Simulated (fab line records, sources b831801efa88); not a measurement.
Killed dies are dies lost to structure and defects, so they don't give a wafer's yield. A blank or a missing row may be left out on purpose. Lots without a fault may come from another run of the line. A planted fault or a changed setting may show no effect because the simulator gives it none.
fab line records | flow sfq_line
record lots=5 wafers=23
route steps=325 shown L0@3 L0V@21 M0@29 I0@44
start_h: hours from the record's first day to the start of the lot's first wafer shown | wait_h: hours since the lot's step before | " the same as in the row above | L1.1+2: a row that stands for several wafers | - no value, or no start given | * or withheld: withheld | < > ~ a bound
route shown NAME@n: a module of which the file shows steps, and the number in the route of the first | usual: mean/standard deviation of fault-free wafers | same: alike in all rows | chamber/n: place in a boat | sites: the reading at each site | _std_site: their standard deviation | _edge_site: outer sites' mean less inner sites' | radius_mm: how far each site lies from the wafer's centre | mask NAME#n: copy n | behind: the tool/chamber that last shaped the wafer | hold: why the lot was held/for how many hours/how that ended | device: the transistor (n, p or np) that didn't switch | end of line: the same wafers' tests at the end of the route | a step without rows: its recipe alone | killed: dies lost to structure and defects at the first sort, not the wafer's yield | map: a wafer's dies, x killed, . not, _ none there
set.NAME: the setting as run; set.NAME@STEP: as run at that earlier step | model.NAME: the simulator's own value behind a step, which no gauge read
lots whose settings were changed on purpose; a table a step, a row a wafer
## steps
# step SFQ_TRILAYER_L0_DEP_SPUTTER_003
# recipe material=MoNx_KI base_pressure_pa=1.33e-06 target_thk_nm=40 power_w=800 time_s=100 chamber_pressure_pa=0.4
# columns lot.wafer tool chamber start_h wait_h set.time_s model.MoNx_KI_of_TRILAYER_L0_DEP_SPUTTER_003.thk_nm
L074.1 pvd_sputter-06 - 12.49 0.0 100 39.77
L074.5 " - " " 100 39.49
L074.6 " - " " 100 39.27
L076.1 pvd_sputter-06 - 22.49 0.0 100 40.09
L076.2 " - " " 103.8 41.37
L076.4 " - " " 103.8 41.44
L076.5 " - " " 100 39.99
L076.6 " - " " 103.8 41.86
L077.2 pvd_sputter-03 - 27.49 0.0 112 44.68
L077.3 " - " " 112 44.77
L077.4 " - " " 112 45.05
L077.5 " - " " 100 39.88
L077.6 " - " " 100 39.67
L081.1 pvd_sputter-03 - 47.49 0.0 100 40.57
L081.2 " - " " 113.3 46.17
L081.3 " - " " 100 40.51
L081.4 " - " " 113.3 46.44
L081.5 " - " " 113.3 45.63
L083.1 pvd_sputter-03 - 57.49 0.0 86.64 35.1
L083.2 " - " " 86.64 35.15
L083.4 " - " " 100 40.55
L083.5 " - " " 100 40.58
L083.6 " - " " 86.64 35.51
# step SFQ_L0_RS_MEAS_901
# recipe thk_meas_gauge=four-point-probe reads=MoNx_KI_of_TRILAYER_L0_DEP_SPUTTER_003
# usual L0_MONX_KI_RS=43.5/0.67
# columns lot.wafer tool chamber start_h wait_h set.time_s@TRILAYER_L0_DEP_SPUTTER_003 L0_MONX_KI_RS[ohm/sq]
L074.1 film_metro-02 - 12.56 0.0 100 43.8
L074.5 " - " " 100 44.2
L074.6 " - " " 100 44.4
L076.1 film_metro-04 - 22.56 0.0 100 43.3
L076.2 " - " " 103.8 42.0
L076.4 " - " " 103.8 41.9
L076.5 " - " " 100 43.4
L076.6 " - " " 103.8 41.4
L077.2 film_metro-04 - 27.58 0.1 112 38.8
L077.3 " - " " 112 38.8
L077.4 " - " " 112 38.5
L077.5 " - " " 100 43.5
L077.6 " - " " 100 43.7
L081.1 film_metro-04 - 47.56 0.0 100 42.8
L081.2 " - " " 113.3 37.6
L081.3 " - " " 100 42.8
L081.4 " - " " 113.3 37.3
L081.5 " - " " 113.3 38.0
L083.1 film_metro-01 - 57.56 0.0 86.64 49.6
L083.2 " - " " 86.64 49.5
L083.4 " - " " 100 42.9
L083.5 " - " " 100 43.0
L083.6 " - " " 86.64 49.0
# step SFQ_L0_THK_MEAS_902
# recipe thk_meas_gauge=xrf reads=MoNx_KI_of_TRILAYER_L0_DEP_SPUTTER_003
# usual L0_MONX_KI_THK=39.3/0.58
# columns lot.wafer tool chamber start_h wait_h set.time_s@TRILAYER_L0_DEP_SPUTTER_003 L0_MONX_KI_THK[nm]
L074.1 film_metro-02 - 12.68 0.1 100 39.3
L074.5 " - " " 100 38.7
L074.6 " - " " 100 38.4
L076.1 film_metro-04 - 22.68 0.1 100 39.4
L076.2 " - " " 103.8 40.8
L076.4 " - " " 103.8 40.7
L076.5 " - " " 100 39.3
L076.6 " - " " 103.8 41.2
L077.2 film_metro-04 - 27.69 0.1 112 43.9
L077.3 " - " " 112 44.0
L077.4 " - " " 112 44.0
L077.5 " - " " 100 39.1
L077.6 " - " " 100 38.9
L081.1 film_metro-04 - 47.68 0.1 100 39.9
L081.2 " - " " 113.3 45.5
L081.3 " - " " 100 39.7
L081.4 " - " " 113.3 45.7
L081.5 " - " " 113.3 45.2
L083.1 film_metro-01 - 57.68 0.1 86.64 34.6
L083.2 " - " " 86.64 34.9
L083.4 " - " " 100 40.1
L083.5 " - " " 100 40.0
L083.6 " - " " 86.64 35.0
# step SFQ_TRILAYER_L0_LITHO_COAT_005
# recipe resist=KrF spin_rpm=3000 resist_thk_nm=600
# columns lot.wafer tool chamber start_h wait_h set.resist_thk_nm model.KrF_of_TRILAYER_L0_LITHO_COAT_005.thk_nm
L074.1 litho_track-03 0 13.04 0.2 600 597.5
L074.5 " 0 " " 600 599.3
L074.6 " 0 " " 600 598.5
L076.1 litho_track-04 0 23.04 0.2 587.5 588.4
L076.2 " 0 " " 600 598.8
L076.4 " 0 " " 600 599.8
L076.5 " 0 " " 587.5 587.1
L076.6 " 0 " " 587.5 587.8
L077.2+4 litho_track-04 0 28.09 0.2 586.2 -
L077.3 " 0 " " 600 -
L077.5 " 0 " " 600 601.6
L077.6 " 0 " " 600 600.5
L081.1 litho_track-04 0 48.04 0.2 600 602.2
L081.2+4+5 " 0 " " 600 -
L081.3 " 0 " " 600 603
L083.1 litho_track-01 0 58.04 0.2 600 -
L083.2+6 " 0 " " 627.2 -
L083.4 " 0 " " 600 599
L083.5 " 0 " " 627.2 626.5
# step SFQ_TRILAYER_L0_LITHO_SOFTBAKE_009
# recipe temp_c=withheld time_s=withheld resist=KrF
# step SFQ_TRILAYER_L0_LITHO_EXPOSE_006
# recipe mask_id=L0 na=0.6 source_shape=conventional sigma_outer=0.65 target_cd_nm=2000 dose_mj=14.18
# step SFQ_TRILAYER_L0_LITHO_PEB_008
# recipe peb_temp_c=115 peb_time_s=60 resist=KrF
# step SFQ_TRILAYER_L0_LITHO_DEVELOP_007
# recipe time_s=60 resist=KrF
# step SFQ_TRILAYER_L0_BARC_OPEN_METAL_ETCH_010
# recipe mask_material=PR chemistry=O2 target_depth_nm=125 target=BARC icp_w=600 bias_w=80 pressure_mtorr=10 time_s=41.7
# columns lot.wafer tool chamber start_h wait_h set.resist_thk_nm@TRILAYER_L0_LITHO_COAT_005 model.KrF_of_TRILAYER_L0_LITHO_COAT_005.thk_nm
L074.1 rie_metal-01 1 36.08 0.1 600 520.6
L074.5 " 0 " " 600 522
L074.6 " 1 " " 600 521.7
L076.1 rie_metal-04 1 48.08 0.1 587.5 512
L076.2 " 0 " " 600 521
L076.4 " 1 " " 600 522.6
L076.5 " 0 " " 587.5 509.4
L076.6 " 1 " " 587.5 511.3
L077.2+4 rie_metal-04 0 54.08 0.1 586.2 -
L077.3 " 1 " " 600 -
L077.5 " 1 " " 600 524.4
L077.6 " 0 " " 600 522.1
L081.1 rie_metal-04 1 77.73 0.1 600 524.9
L081.2+4+5 " 0,1,0 " " 600 -
L081.3 " 0 " " 600 525.7
L083.1 rie_metal-04 1 82.53 0.1 600 -
L083.2+6 " 0,1 " " 627.2 -
L083.4 " 0 " " 600 521.6
L083.5 " 0 " " 627.2 549.2
# step SFQ_TRILAYER_L0_ETCH_METAL_ETCH_008
# recipe target=MoNx_KI stop_on=SiO2 mask_material=PR chemistry=SF6/O2 target_depth_nm=50 icp_w=600 bias_w=80 pressure_mtorr=10 time_s=25
# usual oes_product_au=0.874/0.0089
# columns lot.wafer tool chamber start_h wait_h set.time_s@TRILAYER_L0_DEP_SPUTTER_003 oes_product_au
L074.1 rie_metal-01 1 36.14 0.0 100 0.876
L074.5 " 0 " " 100 0.877
L074.6 " 1 " " 100 0.867
L076.1 rie_metal-04 1 48.14 0.0 100 0.872
L076.2 " 0 " " 103.8 0.892
L076.4 " 1 " " 103.8 0.888
L076.5 " 0 " " 100 0.873
L076.6 " 1 " " 103.8 0.902
L077.2 rie_metal-04 0 54.14 0.0 112 0.935
L077.3 " 1 " " 112 0.935
L077.4 " 0 " " 112 0.927
L077.5 " 1 " " 100 0.871
L077.6 " 0 " " 100 0.864
L081.1 rie_metal-04 1 77.79 0.0 100 0.883
L081.2 " 0 " " 113.3 0.943
L081.3 " 0 " " 100 0.879
L081.4 " 1 " " 113.3 0.956
L081.5 " 0 " " 113.3 0.944
L083.1 rie_metal-04 1 82.59 0.0 86.64 0.811
L083.2 " 0 " " 86.64 0.818
L083.4 " 0 " " 100 0.886
L083.5 " 0 " " 100 0.889
L083.6 " 1 " " 86.64 0.821
# step SFQ_TRILAYER_L0_VIA_LITHO_PEB_016
# recipe peb_temp_c=115 peb_time_s=60 resist=KrF
# columns lot.wafer tool chamber start_h wait_h set.peb_time_s
L074.1+5+6 litho_track-02 0 96.83 1.0 60
L076.1+4 litho_track-04 0 110.03 1.0 51.08
L076.2+5+6 " 0 " " 60
L077.2+3+6 litho_track-01 0 118.45 0.8 60
L077.4+5 " 0 " " 53.96
L081.1+2+3+4+5 litho_track-01 0 143.63 1.0 60
L083.1+6 litho_track-04 0 150.83 1.0 60
L083.2+4+5 " 0 " " 64.74
# step SFQ_TRILAYER_L0_VIA_LITHO_DEVELOP_015
# recipe time_s=60 resist=KrF
# step SFQ_TRILAYER_L0_VIA_BARC_OPEN_VIA_ETCH_021
# recipe mask_material=PR chemistry=O2 target_depth_nm=125 target=BARC source_w=509.7 bias_w=80 pressure_mtorr=30 time_s=41.7
# columns lot.wafer tool chamber start_h wait_h set.peb_time_s@TRILAYER_L0_VIA_LITHO_PEB_016 model.L0V.cd_nm
L074.1 rie_diel-03 2 97.17 0.0 60 702.7
L074.5 " 2 " " 60 700.8
L074.6 " 3 " " 60 701
L076.1 rie_diel-03 1 110.37 0.0 51.08 677.5
L076.2 " 3 " " 60 701.5
L076.4 " 2 " " 51.08 677.6
L076.5 " 1 " " 60 701.1
L076.6 " 0 " " 60 701.4
L077.2 rie_diel-01 0 118.77 0.0 60 701.4
L077.3 " 3 " " 60 703.5
L077.4 " 1 " " 53.96 687.8
L077.5 " 2 " " 53.96 686.3
L077.6 " 3 " " 60 703.4
L081.1 rie_diel-01 0 143.97 0.0 60 699
L081.2 " 2 " " 60 698.7
L081.3 " 1 " " 60 699.6
L081.4 " 3 " " 60 700.4
L081.5 " 1 " " 60 700.1
L083.1 rie_diel-03 2 151.17 0.0 60 702.1
L083.2 " 3 " " 64.74 713.9
L083.4 " 1 " " 64.74 712.9
L083.5 " 0 " " 64.74 712
L083.6 " 1 " " 60 701.2
# step SFQ_TRILAYER_L0_VIA_ETCH_VIA_ETCH_016
# recipe target=SiO2 stop_on=MoNx_KI mask_material=PR chemistry=CHF3 target_depth_nm=80 source_w=500 bias_w=80 pressure_mtorr=30 time_s=withheld
# columns lot.wafer tool chamber start_h wait_h set.bias_w set.peb_time_s@TRILAYER_L0_VIA_LITHO_PEB_016 model.L0V.cd_nm
L074.1 rie_diel-03 2 97.21 0.0 80 * 702.3
L074.5 " 2 " " 80 * 700.5
L074.6 " 3 " " 80 * 701.2
L076.1 rie_diel-03 1 110.41 0.0 80 * 677
L076.2 " 3 " " 80 * 701.3
L076.4 " 2 " " 80 * 677.2
L076.5 " 1 " " 88.21 * 700.7
L076.6 " 0 " " 88.21 * 701.4
L077.2 rie_diel-01 0 118.81 0.0 80 * 700.8
L077.3+6 " 3 " " 80 * 702
L077.4 " 1 " " 80 * 688.3
L077.5 " 2 " " 80 * 687
L081.1 rie_diel-01 0 144.01 0.0 80 * 699
L081.2 " 2 " " 80 * 699.7
L081.3 " 1 " " 80 * 700.1
L081.4 " 3 " " 80 * 699.9
L081.5 " 1 " " 80 * 700.6
L083.1 rie_diel-03 2 151.21 0.0 80 * 701.8
L083.2 " 3 " " 80 * 714.5
L083.4 " 1 " " 80 * 712.2
L083.5 " 0 " " 80 * 711.6
L083.6 " 1 " " 80 * 700.9
# step SFQ_TRILAYER_M0_DEP_SPUTTER_019
# recipe material=Nb base_pressure_pa=1.33e-06 chamber_pressure_pa=0.1333 substrate_temp_c=20 resputter_cathode_voltage_v=400 target_thk_nm=200 power_w=2000 time_s=133.3
# columns lot.wafer tool chamber start_h wait_h set.time_s model.Nb_of_TRILAYER_M0_DEP_SPUTTER_019.thk_nm
L074.1 pvd_sputter-04 - 98.05 0.0 133.3 203.1
L074.5 " - " " 133.3 199.7
L074.6 " - " " 133.3 202.8
L076.1 pvd_sputter-04 - 111.43 0.0 133.3 200.4
L076.2 " - " " 133.3 198.2
L076.4 " - " " 133.3 200.8
L076.5 " - " " 133.3 197.9
L076.6 " - " " 133.3 198.6
L077.2 pvd_sputter-06 - 119.65 0.0 133.3 205
L077.3 " - " " 151.6 228.5
L077.4 " - " " 151.6 228.4
L077.5 " - " " 133.3 201.1
L077.6 " - " " 133.3 201.8
L081.1 pvd_sputter-04 - 145.45 0.0 119.3 180.4
L081.2 " - " " 133.3 201.5
L081.3 " - " " 133.3 200.8
L081.4 " - " " 133.3 201.9
L081.5 " - " " 119.3 179.5
L083.1 pvd_sputter-04 - 152.05 0.0 133.3 200.7
L083.2 " - " " 133.3 202.4
L083.4 " - " " 133.3 202.8
L083.5+6 " - " " 116.7 176.9
# step SFQ_M0_RS_MEAS_904
# recipe thk_meas_gauge=four-point-probe reads=Nb_of_TRILAYER_M0_DEP_SPUTTER_019
# usual M0_NB_RS=0.884/0.0098
# columns lot.wafer tool chamber start_h wait_h set.time_s@TRILAYER_M0_DEP_SPUTTER_019 M0_NB_RS[ohm/sq]
L074.1 film_metro-01 - 98.14 0.0 133.3 0.876
L074.5 " - " " 133.3 0.890
L074.6 " - " " 133.3 0.878
L076.1 film_metro-04 - 111.52 0.0 133.3 0.886
L076.2 " - " " 133.3 0.895
L076.4 " - " " 133.3 0.883
L076.5 " - " " 133.3 0.894
L076.6 " - " " 133.3 0.893
L077.2 film_metro-01 - 119.76 0.1 133.3 0.868
L077.3 " - " " 151.6 0.779
L077.4 " - " " 151.6 0.778
L077.5 " - " " 133.3 0.882
L077.6 " - " " 133.3 0.882
L081.1 film_metro-01 - 145.54 0.0 119.3 0.990
L081.2 " - " " 133.3 0.883
L081.3 " - " " 133.3 0.887
L081.4 " - " " 133.3 0.882
L081.5 " - " " 119.3 0.994
L083.1 film_metro-03 - 152.14 0.0 133.3 0.884
L083.2 " - " " 133.3 0.877
L083.4 " - " " 133.3 0.876
L083.5 " - " " 116.7 1.005
L083.6 " - " " 116.7 1.004
# step SFQ_TRILAYER_M0_ETCH_METAL_ETCH_024
# recipe target=Nb stop_on=SiO2 mask_material=PR chemistry=Cl2/Ar target_depth_nm=240 icp_w=600 bias_w=80 pressure_mtorr=10 time_s=120
# usual oes_product_au=0.898/0.0074
# columns lot.wafer tool chamber start_h wait_h set.time_s set.time_s@TRILAYER_M0_DEP_SPUTTER_019 oes_product_au model.KrF_of_TRILAYER_M0_LITHO_COAT_021.thk_nm
L074.1 rie_metal-03 0 169.32 0.0 120 133.3 0.914 382.3
L074.5 " 1 " " 120 133.3 0.895 382.8
L074.6 " 0 " " 120 133.3 0.904 381.8
L076.1 rie_metal-04 0 184.92 0.0 104.9 133.3 0.971 399.3
L076.2 " 1 " " 104.9 133.3 0.968 397.3
L076.4 " 1 " " 120 133.3 0.903 380.4
L076.5 " 0 " " 120 133.3 0.883 379.6
L076.6 " 1 " " 120 133.3 0.894 380.8
L077.2 rie_metal-03 1 196.55 0.0 120 133.3 0.903 380.8
L077.3 " 1 " " 113.6 151.6 0.992 -
L077.4 " 0 " " 113.6 151.6 0.992 -
L077.5 " 1 " " 120 133.3 0.894 384.3
L077.6 " 0 " " 113.6 133.3 0.923 389.1
L081.1 rie_metal-02 0 227.10 0.0 120 119.3 0.844 -
L081.2 " 1 " " 120 133.3 0.900 382.9
L081.3 " 0 " " 120 133.3 0.902 387.1
L081.4 " 1 " " 120 133.3 0.902 383.7
L081.5 " 1 " " 120 119.3 0.837 -
L083.1 rie_metal-02 1 234.30 0.0 120 133.3 0.896 383.8
L083.2 " 0 " " 120 133.3 0.895 383.9
L083.4 " 1 " " 120 133.3 0.903 385.1
L083.5 " 1 " " 120 116.7 0.840 -
L083.6 " 0 " " 120 116.7 0.841 -
# step SFQ_TRILAYER_I0_CMP_CMP_028
# recipe material=SiO2 down_force_psi=3 platen_rpm=60 pad_velocity_m_s=0.94248
# columns lot.wafer tool chamber start_h wait_h set.leave_above_ref_nm model.SiO2_of_TRILAYER_I0_DEP_PECVD_027.thk_nm
L074.1 cmp-01 2 174.17 3.9 200 199.4
L074.6 " 3 " " 200 199.9
L074.5 " 0 " " 200 199.8
L076.4 cmp-01 0 186.06 0.1 214.3 214.2
L076.2 " 2 187.06 1.2 214.3 214.3
L076.1 " 3 " " 200 199.4
L076.6 " 0 " " 200 199.8
L076.5 " 1 " " 214.3 211.8
L077.4 cmp-02 3 198.65 1.1 200 200.1
L077.2 " 0 " " 206.2 204
L077.3 " 1 " " 200 199.6
L077.6 " 2 " " 206.2 207.1
L077.5 " 3 " " 200 199.8
L081.1 cmp-01 0 228.68 0.6 213.2 212.8
L081.4 " 1 " " 213.2 210.7
L081.2 " 2 " " 200 199.2
L081.3 " 3 " " 200 199
L081.5 " 1 231.18 3.1 213.2 211.4
L083.1 cmp-02 3 239.46 4.2 200 199.6
L083.2 " 0 " " 200 199.3
L083.4 " 1 " " 200 199
L083.6 " 2 " " 200 200.6
L083.5 " 3 " " 200 199.9
# step SFQ_TRILAYER_I0_METRO_MEASURE_029
# usual thk_nm=199.6/1.3
# columns lot.wafer tool chamber start_h wait_h set.leave_above_ref_nm@TRILAYER_I0_CMP_CMP_028 thk_nm
L074.1 film_metro-02 - 175.79 0.1 200 199.3
L074.5 " - " " 200 199.9
L074.6 " - " " 200 199.8
L076.1 film_metro-01 - 189.18 0.1 200 199.4
L076.2 " - " " 214.3 214.4
L076.4 " - " " 214.3 214.2
L076.5 " - " " 214.3 211.9
L076.6 " - " " 200 199.7
L077.2 film_metro-01 - 201.47 0.3 206.2 203.9
L077.3 " - " " 200 199.7
L077.4 " - " " 200 200.1
L077.5 " - " " 200 199.7
L077.6 " - " " 206.2 207.1
L081.1 film_metro-02 - 231.80 0.1 213.2 212.7
L081.2 " - " " 200 199.3
L081.3 " - " " 200 199.2
L081.4 " - " " 213.2 210.6
L081.5 " - " " 213.2 211.4
L083.1 film_metro-03 - 242.08 0.1 200 199.6
L083.2 " - " " 200 199.3
L083.4 " - " " 200 199.1
L083.5 " - " " 200 199.9
L083.6 " - " " 200 200.6
# step SFQ_TRILAYER_I0_VIA_LITHO_PEB_034
# recipe peb_temp_c=115 peb_time_s=60 resist=KrF
# columns lot.wafer tool chamber start_h wait_h set.peb_temp_c
L074.1+5+6 litho_track-03 0 205.63 1.0 115
L076.1+2+4+5+6 litho_track-01 0 221.98 1.0 115
L077.2+3 litho_track-03 0 236.06 0.8 113.7
L077.4+5+6 " 0 " " 115
L081.1+4 litho_track-01 0 267.03 1.0 117.3
L081.2+3+5 " 0 " " 115
L083.1+2+4+5+6 litho_track-02 0 283.05 1.0 115
# step SFQ_TRILAYER_I0_VIA_LITHO_DEVELOP_033
# recipe time_s=60 resist=KrF
# step SFQ_TRILAYER_I0_VIA_BARC_OPEN_VIA_ETCH_046
# recipe mask_material=PR chemistry=O2 target_depth_nm=125 target=BARC source_w=500 bias_w=80 pressure_mtorr=30 time_s=41.7
# columns lot.wafer tool chamber start_h wait_h set.peb_temp_c@TRILAYER_I0_VIA_LITHO_PEB_034 model.I0.cd_nm
L074.1 rie_diel-01 3 205.97 0.0 115 498.5
L074.5 " 0 " " 115 498.2
L074.6 " 3 " " 115 499
L076.1 rie_diel-04 0 222.32 0.0 115 499.7
L076.2 " 1 " " 115 499.4
L076.4 " 3 " " 115 501
L076.5 " 3 " " 115 502.2
L076.6 " 2 " " 115 499.1
L077.2 rie_diel-04 0 236.37 0.0 113.7 474.9
L077.3 " 3 " " 113.7 474.8
L077.4 " 1 " " 115 499.1
L077.5+6 " 3,0 " " 115 498.9
L081.1 rie_diel-02 1 267.37 0.0 117.3 540
L081.2 " 2 " " 115 500.5
L081.3 " 3 " " 115 500.9
L081.4 " 0 " " 117.3 539.6
L081.5 " 0 " " 115 500.2
L083.1 rie_diel-02 3 283.39 0.0 115 498.1
L083.2 " 1 " " 115 500.7
L083.4 " 0 " " 115 498.2
L083.5 " 0 " " 115 499.2
L083.6 " 3 " " 115 499.5
## key
split step=SFQ_TRILAYER_L0_DEP_SPUTTER_003 setting=time_s stated=100 by=wafer
response step=SFQ_TRILAYER_L0_DEP_SPUTTER_003 reading=model.MoNx_KI_of_TRILAYER_L0_DEP_SPUTTER_003.thk_nm change=+0.411 per=1% r=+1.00
response step=SFQ_L0_RS_MEAS_901 reading=L0_MONX_KI_RS change=-0.43 per=1% r=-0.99
response step=SFQ_L0_THK_MEAS_902 reading=L0_MONX_KI_THK change=+0.409 per=1% r=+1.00
response step=SFQ_TRILAYER_L0_ETCH_METAL_ETCH_008 reading=oes_product_au change=+0.00525 per=1% r=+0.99
split step=SFQ_TRILAYER_L0_LITHO_COAT_005 setting=resist_thk_nm stated=600 by=wafer
response step=SFQ_TRILAYER_L0_LITHO_COAT_005 reading=model.KrF_of_TRILAYER_L0_LITHO_COAT_005.thk_nm change=+5.89 per=1% r=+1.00
response step=SFQ_TRILAYER_L0_BARC_OPEN_METAL_ETCH_010 reading=model.KrF_of_TRILAYER_L0_LITHO_COAT_005.thk_nm change=+5.81 per=1% r=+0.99
split step=SFQ_TRILAYER_L0_VIA_LITHO_PEB_016 setting=peb_time_s stated=60 by=wafer
response step=SFQ_TRILAYER_L0_VIA_BARC_OPEN_VIA_ETCH_021 reading=model.L0V.cd_nm change=+1.56 per=1% r=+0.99
response step=SFQ_TRILAYER_L0_VIA_ETCH_VIA_ETCH_016 reading=model.L0V.cd_nm change=+1.53 per=1% r=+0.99
split step=SFQ_TRILAYER_L0_VIA_ETCH_VIA_ETCH_016 setting=bias_w stated=80 by=wafer
response none clear
split step=SFQ_TRILAYER_M0_DEP_SPUTTER_019 setting=time_s stated=133.3 by=wafer
response step=SFQ_TRILAYER_M0_DEP_SPUTTER_019 reading=model.Nb_of_TRILAYER_M0_DEP_SPUTTER_019.thk_nm change=+1.97 per=1% r=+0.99
response step=SFQ_M0_RS_MEAS_904 reading=M0_NB_RS change=-0.00894 per=1% r=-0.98
response step=SFQ_TRILAYER_M0_ETCH_METAL_ETCH_024 reading=oes_product_au slope=+0.00492 per=1% together_with=time_s@TRILAYER_M0_ETCH_METAL_ETCH_024 explained=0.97
split step=SFQ_TRILAYER_M0_ETCH_METAL_ETCH_024 setting=time_s stated=120 by=wafer
response step=SFQ_TRILAYER_M0_ETCH_METAL_ETCH_024 reading=model.KrF_of_TRILAYER_M0_LITHO_COAT_021.thk_nm change=-1.41 per=1% r=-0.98
response step=SFQ_TRILAYER_M0_ETCH_METAL_ETCH_024 reading=oes_product_au slope=-0.00585 per=1% together_with=time_s@TRILAYER_M0_DEP_SPUTTER_019 explained=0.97
split step=SFQ_TRILAYER_I0_CMP_CMP_028 setting=leave_above_ref_nm stated=200 by=wafer
response step=SFQ_TRILAYER_I0_CMP_CMP_028 reading=model.SiO2_of_TRILAYER_I0_DEP_PECVD_027.thk_nm change=+1.91 per=1% r=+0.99
response step=SFQ_TRILAYER_I0_METRO_MEASURE_029 reading=thk_nm change=+1.9 per=1% r=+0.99
split step=SFQ_TRILAYER_I0_VIA_LITHO_PEB_034 setting=peb_temp_c stated=115 by=wafer
response step=SFQ_TRILAYER_I0_VIA_BARC_OPEN_VIA_ETCH_046 reading=model.I0.cd_nm change=+20.1 per=1% r=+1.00
